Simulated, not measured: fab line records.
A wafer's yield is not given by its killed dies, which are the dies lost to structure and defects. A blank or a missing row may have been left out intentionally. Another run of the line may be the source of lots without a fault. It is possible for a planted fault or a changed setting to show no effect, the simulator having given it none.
Check of tool commonality    flow gf180mcu    14 lots and 40 wafers in the sample

WHY IT WAS OPENED
GF_HV_LDD_OVL_MEAS_32, reading HV_LDD_02_OVL: flagged on 2 of 14 lots. No-fault wafers: 0.0 nm, standard deviation 1.5.
Rule: a lot is flagged in two cases, either no wafer of it has a number, or all its wafers with numbers fall more than 4 standard deviations from that mean. As for the other lots, they are considered sound.

lot   measured      on          HV_LDD_02_OVL (nm), wafer by wafer  flag
L901  day 11 15:08  overlay-01  1.5 0.3 1.4                         
L902  day 11 19:47  overlay-02  0.4 3.0 1.0                         
L906  day 13 03:36  overlay-02  2.2 2.0 2.1                         
L908  day 13 20:20  overlay-02  1.5 -1.6                            
L909  day 14 07:38  overlay-01  1.5 1.5 1.4                         
L910  day 14 13:32  overlay-01  -0.7 -1.8 -1.1                      
L912  day 15 00:46  overlay-02  -0.2 -0.6                           
L913  day 15 14:20  overlay-01  -0.3 0.0 -3.1                       
L914  day 15 18:31  overlay-01  -1.3 -1.2 0.1                       
L915  day 16 06:47  overlay-02  1.7 1.9 -0.1                        
L916  day 16 13:51  overlay-02  0.4 1.4 0.8                         
L921  day 18 02:01  overlay-01  262.0 260.2 260.4                   FLAGGED
L922  day 18 12:40  overlay-01  262.2 263.8 263.9                   FLAGGED
L923  day 19 06:37  overlay-01  -0.8 0.9 -0.8                       
On average the flagged lots read 262.1 nm, which is +262.1 nm against the usual, or +99 or more standard deviations.

WHICH TOOL EACH LOT WENT THROUGH
The record holds 1 process step before the reading, out of a route of 602 steps. Cell contents, in order: the tool; ch with the chambers the sampled wafers went through; the start.
lot   flag     GF_HV_LDD_EXPOSE_28
L901           iline_stepper-02 ch 0, day 11 06:10
L902           iline_stepper-02 ch 0, day 11 10:19
L906           iline_stepper-02 ch 0, day 12 18:03
L908           iline_stepper-01 ch 0, day 13 10:10
L909           iline_stepper-01 ch 0, day 13 21:14
L910           iline_stepper-01 ch 0, day 14 02:52
L912           iline_stepper-02 ch 0, day 14 14:32
L913           iline_stepper-01 ch 0, day 15 03:50
L914           iline_stepper-02 ch 0, day 15 07:44
L915           iline_stepper-02 ch 0, day 15 19:40
L916           iline_stepper-02 ch 0, day 16 03:02
L921  FLAGGED  iline_stepper-02 ch 0, day 17 14:24
L922  FLAGGED  iline_stepper-02 ch 0, day 18 01:15
L923           iline_stepper-01 ch 0, day 18 18:44
These steps, and what they do:
- GF_HV_LDD_EXPOSE_28: exposes mask Nplus HV AREA, target cd 400 nm.
- GF_HV_LDD_OVL_MEAS_32

FLAGGED OVER TOTAL, TOOL BY TOOL (the gauges that took the reading come last)
step                   tool              lots run  flagged  share of the flagged lots  sound lots run after its first flagged lot
GF_HV_LDD_EXPOSE_28    iline_stepper-01  5         0        none                       -
GF_HV_LDD_EXPOSE_28    iline_stepper-02  9         2        all                        0
GF_HV_LDD_OVL_MEAS_32  overlay-01        8         2        all                        1 (L923)
GF_HV_LDD_OVL_MEAS_32  overlay-02        6         0        none                       -

THE TABLE: WHAT IT ALLOWS
Table rows that saw every flagged lot: 2, namely iline_stepper-02 at GF_HV_LDD_EXPOSE_28 and overlay-01 at GF_HV_LDD_OVL_MEAS_32.
- iline_stepper-02 at GF_HV_LDD_EXPOSE_28 ran 9 lots, 2 of them flagged. Its last sound lot is L916 (day 16 03:02), its first flagged lot L921 (day 17 14:24): a fault that began between those two fits.
- overlay-01 at GF_HV_LDD_OVL_MEAS_32 ran 8 lots, 2 of them flagged. Lots that were sound ran on it after the first flagged one (L923); a persistent fault on the entire tool would not allow that.
What remains is a single tool, iline_stepper-02 at GF_HV_LDD_EXPOSE_28.

WHAT THE SIMULATOR PUT IN
Scanner matching overlay: iline_stepper-02, from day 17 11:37 on, at GF_HV_LDD_EXPOSE_28. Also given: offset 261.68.
Lots struck among those shown: L921, L922. The rule given above showed the same thing.
